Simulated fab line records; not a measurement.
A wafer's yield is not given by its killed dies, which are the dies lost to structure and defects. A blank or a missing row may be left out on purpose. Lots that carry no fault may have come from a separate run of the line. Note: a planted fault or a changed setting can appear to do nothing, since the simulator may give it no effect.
The tool behind it: which one?    flow gf180mcu    42 wafers from 14 lots sampled at 4 of the route's 602 steps

## WHAT THE GAUGES READ, wafer by wafer
GF_STI_BOW_MEAS_00.
lot   measured     on             INCOMING_BOW (um)
L917  day 1 15:00  film metro-02  9 -15 -16
L919  day 2 01:01  film metro-02  -1 -6 -4
L920  day 2 06:00  film metro-03  -15 -2 2
L921  day 2 11:01  film metro-02  -1 -1 7
L923  day 2 21:00  film metro-02  6 0 0
L924  day 3 02:01  film metro-03  8 -12 4
L925  day 3 07:01  film metro-01  -15 1 9
L927  day 3 17:01  film metro-01  7 -2 -1
L932  day 4 18:00  film metro-02  8 -8 -7
L933  day 4 23:01  film metro-03  -5 1 -8
L935  day 5 09:01  film metro-02  2 -11 2
L936  day 5 14:04  film metro-01  6 7 6
L937  day 5 19:00  film metro-01  0 -2 4
L939  day 6 05:00  film metro-01  -5 -1 -5

GF_DNWELL_TW_MEAS_09.
lot   measured     on             DNWELL_TW
L917  day 2 23:41  film metro-01  1356 1355 1351
L919  day 3 10:44  film metro-02  1350 1353 1354
L920  day 3 15:11  film metro-04  1344 1344 1343
L921  day 3 22:43  film metro-02  1340 1343 1341
L923  day 4 08:07  film metro-04  1330 1335 1335
L924  day 4 14:55  film metro-01  1352 1350 1348
L925  day 4 19:42  film metro-01  1355 1357 1354
L927  day 5 05:48  film metro-01  1354 1355 1361
L932  day 6 08:07  film metro-04  1338 1341 1341
L933  day 6 12:43  film metro-04  1345 1338 1336
L935  day 6 23:39  film metro-04  1339 1342 1344
L936  day 7 04:53  film metro-01  1337 1341 1341
L937  day 7 14:29  film metro-01  1333 1321 1329
L939  day 7 22:41  film metro-02  1340 1343 1347

GF_VT_IMPLANT_OVL_MEAS_18.
lot   measured      on          VT_IMPLANT_01_OVL (nm)
L917  day 6 11:53   overlay-02  0.5 -0.3 0.9
L919  day 7 01:51   overlay-02  0.1 2.6 1.3
L920  day 7 06:11   overlay-02  2.7 2.1 2.8
L921  day 7 14:33   overlay-01  -2.8 -2.4 -0.1
L923  day 8 03:17   overlay-02  1.3 0.8 -0.1
L924  day 8 11:03   overlay-01  -1.9 0.2 -1.0
L925  day 8 16:15   overlay-01  -1.3 1.0 1.1
L927  day 9 04:30   overlay-02  -2.4 -0.4 -0.5
L932  day 10 10:59  overlay-01  -1.2 -1.0 -0.5
L933  day 10 16:30  overlay-01  1.9 1.8 3.3
L935  day 11 05:57  overlay-01  0.8 0.2 2.3
L936  day 11 11:46  overlay-01  -1.8 -1.5 -0.4
L937  day 12 00:38  overlay-01  -0.5 -2.4 0.0
L939  day 12 08:47  overlay-02  0.4 0.7 -0.4

## WHICH TOOL RAN EACH LOT (tool, then ch and the chambers of the sampled wafers, then the start)
lot   GF_NWELL_IMPLANT_09
L917  implanter-01 ch 0, day 3 12:50
L919  implanter-02 ch 0, day 3 23:42
L920  implanter-02 ch 0, day 4 04:38
L921  implanter-02 ch 0, day 4 11:54
L923  implanter-02 ch 0, day 4 22:56
L924  implanter-01 ch 0, day 5 05:06
L925  implanter-02 ch 0, day 5 10:12
L927  implanter-03 ch 0, day 5 20:34
L932  implanter-01 ch 0, day 6 23:05
L933  implanter-01 ch 0, day 7 04:12
L935  implanter-03 ch 0, day 7 15:42
L936  implanter-03 ch 0, day 7 20:27
L937  implanter-01 ch 0, day 8 07:32
L939  implanter-01 ch 0, day 8 15:20
- GF_NWELL_IMPLANT_09

## WHAT THE TOOLS THEMSELVES READ (means of the sampled wafers that have a number; where no wafer has one, the mark that the record gives instead)
GF_NWELL_IMPLANT_09.
lot   tool          beam energy keV  faraday current uA
L917  implanter-01  160.02           22.1
L919  implanter-02  160.05           22.3
L920  implanter-02  160.00           22.4
L921  implanter-02  160.05           22.6
L923  implanter-02  174.79           22.7
L924  implanter-01  159.98           22.0
L925  implanter-02  174.86           22.0
L927  implanter-03  160.03           22.9
L932  implanter-01  160.01           22.7
L933  implanter-01  160.07           22.7
L935  implanter-03  159.97           22.6
L936  implanter-03  159.98           22.5
L937  implanter-01  159.96           22.7
L939  implanter-01  160.04           22.7

## THE ANSWER, worked out from the rows above alone
Rule: what is usual is taken from the lots themselves. The widest of any qualifying gaps counts: lots, ordered by their means at a reading, are off when they make up no more than a third of the lots, leave a main group of 4 or more, and stand apart from it by 3 or more times the standard deviation of that group's means. The tables above print the reading to a certain number of digits; a main group whose means all agree to those digits is not used. A lot without any number at a reading at which 4 lots or more have one is off too. The other lots that the step has rows for count as sound. After the gauges, taken in route order, come the tools' own readings; for these a lot's mean is taken, as printed above. The first step at which some lot is off is used, and at that step the reading that is off furthest; a lot without a number counts as furthest.
Off, at GF_NWELL_IMPLANT_09 on beam energy keV: L923, L925. For the main group the mean is 160.01 and the standard deviation 0.034.
A tool fits if, at that step or a process step before it, it ran every lot that is off, and no sound lot after the first of them. One candidate fits, namely implanter-02 at GF_NWELL_IMPLANT_09. Its last sound lot is L921 (day 4 11:54), its first lot that is off L923 (day 4 22:56): a fault that began between those two fits.
On the lots that are off, the tool's own readings at GF_NWELL_IMPLANT_09 differ by more than 5 times the standard deviation of the sound lots' means, which bears it out; beam energy keV reads 174.82 there versus 160.01 on the sound lots.

## WHAT THE SIMULATOR HAD INSERTED
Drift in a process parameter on implanter-02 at GF_NWELL_IMPLANT_09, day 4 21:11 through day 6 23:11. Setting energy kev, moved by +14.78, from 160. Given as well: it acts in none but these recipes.
Lots struck among those shown: L923, L925. The same result came from the rule above.
